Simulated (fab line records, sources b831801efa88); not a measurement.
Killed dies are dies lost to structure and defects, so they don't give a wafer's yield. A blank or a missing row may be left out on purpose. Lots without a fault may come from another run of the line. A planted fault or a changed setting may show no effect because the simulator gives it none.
Chamber matching | flow sky130 | SKY_LI_CONTACT_CMP_24 on cmp-02: 4 sister chambers
The step polishes, stops on PSG, t overpolish 20 s, target thk 0 nm. 14 wafers are shown with their chamber, then 7 later ones without.

WAFERS WITH THEIR CHAMBER
wafer  | chamber | motor_current_A (A) | time_to_endpoint_s (s) | overpolish_run_s (s)
L141.1 | 2       | 12.2                | 92                     | 20.008
L141.2 | 0       | 11.4                | 99                     | 20.007
L141.3 | 3       | 10.7                | 92                     | 19.999
L145.2 | 2       | 13.5                | 93                     | 20.003
L145.5 | 1       | 9.4                 | 96                     | 19.995
L145.6 | 0       | 11.6                | 96                     | 20.000
L148.1 | 0       | 10.9                | 103                    | 19.998
L148.2 | 3       | 10.5                | 90                     | 19.987
L148.4 | 2       | 12.6                | 93                     | 19.999
L158.3 | 1       | 9.1                 | 90                     | 20.017
L158.4 | 3       | 10.8                | 88                     | 20.000
L158.5 | 3       | 10.4                | 88                     | 20.013
L160.1 | 3       | 10.7                | 90                     | 19.992
L160.2 | 2       | 13.2                | 88                     | 20.007

SIGNATURES (means of the wafers above)
reading            | chamber 0 | chamber 1 | chamber 2 | chamber 3 | scatter within a chamber
motor_current_A    | 11.300    | 9.250     | 12.875    | 10.620    | 0.38
time_to_endpoint_s | 99.33     | 93.00     | 91.50     | 89.60     | 2.66
overpolish_run_s   | 20.00167  | 20.00600  | 20.00425  | 19.99820  | 0.00851
Rule: a wafer's distance from a chamber is the root of the sum, over the readings, of the square of ((its reading less the chamber's mean) divided by the reading's scatter). The wafer belongs to the nearest chamber; if the next one is less than 2 further off, it can't be placed. The scatter: the root of (the sum of the squares of (reading less its chamber's mean) over the shown wafers, divided by (wafers less chambers)).

WAFERS WITHOUT THEIR CHAMBER
wafer  | motor_current_A (A) | time_to_endpoint_s (s) | overpolish_run_s (s)
L160.4 | 11.3                | 97                     | 19.989
L162.2 | 11.0                | 88                     | 19.993
L162.3 | 12.6                | 90                     | 19.999
L162.5 | 11.6                | 98                     | 20.001
L163.1 | 11.1                | 88                     | 20.003
L163.4 | 9.1                 | 95                     | 20.002
L163.5 | 11.0                | 90                     | 20.003

WHICH CHAMBER EACH WENT THROUGH
wafer  | from the rows above     | in truth
L160.4 | can't be placed: 0 or 3 | 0
L162.2 | 3                       | 3
L162.3 | 2                       | 2
L162.5 | 0                       | 0
L163.1 | 3                       | 3
L163.4 | 1                       | 1
L163.5 | 3                       | 3
Placed correctly: 6 of 7. Can't be placed from these rows: 1 (the true chamber is among the candidates in 1). Placed wrongly: 0.
